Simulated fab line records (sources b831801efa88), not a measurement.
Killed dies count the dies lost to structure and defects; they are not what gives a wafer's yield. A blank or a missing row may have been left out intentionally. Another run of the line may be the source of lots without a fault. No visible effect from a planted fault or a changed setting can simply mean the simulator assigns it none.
Struck lot and sound lot, side by side | flow sky130 | 15 steps out of a route of 708
Sound: the wafers L755.1, L755.3, L755.6. Struck: wafer L766.2; the same lot's L766.6 was not struck, so it is left out; see the end for the cause.
Each step with rows lists, per side, the tool, then ch with its chambers, then its first start. Under that, the readings that differ: sound wafers | struck wafers | difference of the means | sigmas: that difference in standard deviations of wafers without a fault.
alike: same words and numbers on both sides, and readings whose means sit less than 2 such deviations apart. not compared: any withheld reading, any reading some wafer has no value for, any bound like >300 that may hide the same value, and any number with overlapping values for which the record gives no deviation.
Wherever a step has rows on one side only, a row that says differs or no value, or a row with sigmas, the two part there. Numbers that have no deviation but don't overlap get no sigmas and don't part them. Lack of a reading on every wafer of one side parts them only where that side has two or more wafers.

SKY_SPACER_ETCHBACK_02: etches Si3N4 in CH3F/O2, stops on SiO2, time 46.7 s, target depth 45 nm.
  sound on rie-diel-04 ch 0,1, day 24 15:07; struck on rie-diel-03 ch 0, day 28 15:43
  alike: bias-w, drypump-motor-current-A, oes-product-au, throttle-valve-pct
  not compared: rf-hours-counter-h
then, 8 steps without rows for these wafers: SKY_POLY_CUT_DEHYDRATE_00 (time 60 s); SKY_POLY_CUT_HMDS_01 (prime time 60 s); SKY_POLY_CUT_COAT_02 (resist thk 60 nm); SKY_POLY_CUT_COAT_03 (resist thk 450 nm); SKY_POLY_CUT_SOFTBAKE_04 (time 90 s); SKY_POLY_CUT_EXPOSE_05 (exposes mask NPCM, target cd 270 nm); SKY_POLY_CUT_PEB_06; SKY_POLY_CUT_DEVELOP_07 (develop time 60 s).
SKY_POLY_CUT_CD_MEAS_08: target cd 270 nm.
  sound: cd-sem-01 at day 25 20:47; struck: cd-sem-01 at day 29 20:18
  alike: cd-nm
SKY_POLY_CUT_OVL_MEAS_09:
  sound: overlay-02 at day 25 20:54; struck: overlay-01 at day 29 20:25
  alike: POLY_CUT_OVL
SKY_POLY_CUT_ETCH_10: etches BARC in N2/H2, stops on SiO2, time 45.9 s, target depth 60 nm.
  sound on rie-diel-04 ch 1,3, day 25 20:56; struck on rie-diel-03 ch 1, day 29 20:26
  alike: bias-w, drypump-motor-current-A, h2-flow-sccm, oes-product-au, run-length-s, throttle-valve-pct
  not compared: rf-hours-counter-h
SKY_POLY_CUT_ETCH_11: etches Si3N4 in CF4/CH2F2/Ar, stops on poly-Si, time 42.5 s, target depth 60 nm.
  sound on rie-diel-04 ch 1,3, day 25 20:59; struck on rie-diel-03 ch 1, day 29 20:29
  reading                                       | sound             | struck | difference | sigmas
  oes-product-au (a.u.)                         | 0.828 0.830 0.828 | 0.709  | -0.120     | -19
  run-length-s (s)                              | 70.6 71.9 70.5    | 87.4   | +16.4      | +43
  model.POLY_CUT.feature-depth-nm (nm)          | 61.97 61.59 61.67 | 67.45  | +5.71      |
  model.poly-Si_of_POLY_GATE_CVD_00.thk-nm (nm) | 180.2 182.4 181.2 | 176.1  | -5.2       |
  alike: bias-w, drypump-motor-current-A, throttle-valve-pct
  not compared: rf-hours-counter-h
SKY_POLY_CUT_STRIP_12: strips in O2/N2.
  sound on plasma-asher-04 ch 0,1, day 25 21:01; struck on plasma-asher-01 ch 1, day 29 20:31
  reading                      | sound             | struck | difference | sigmas
  strip-time-to-endpoint-s (s) | 5.359 5.351 5.379 | 5.328  | -0.035     | -2
  alike: drypump-motor-current-A, oes-product-au
  not compared: rf-hours-counter-h
SKY_PAD_OPEN_PROBE_99:
  rows exist in the record for the sound wafers here (prober-02, day 46 22:22), none for the struck ones

WHERE THEY PART
First at SKY_POLY_CUT_ETCH_11; last, within this record, at SKY_PAD_OPEN_PROBE_99.

WHY: the cause the simulator had injected
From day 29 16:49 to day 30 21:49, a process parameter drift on rie-diel-03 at SKY_POLY_CUT_ETCH_11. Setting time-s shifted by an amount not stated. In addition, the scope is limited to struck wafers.
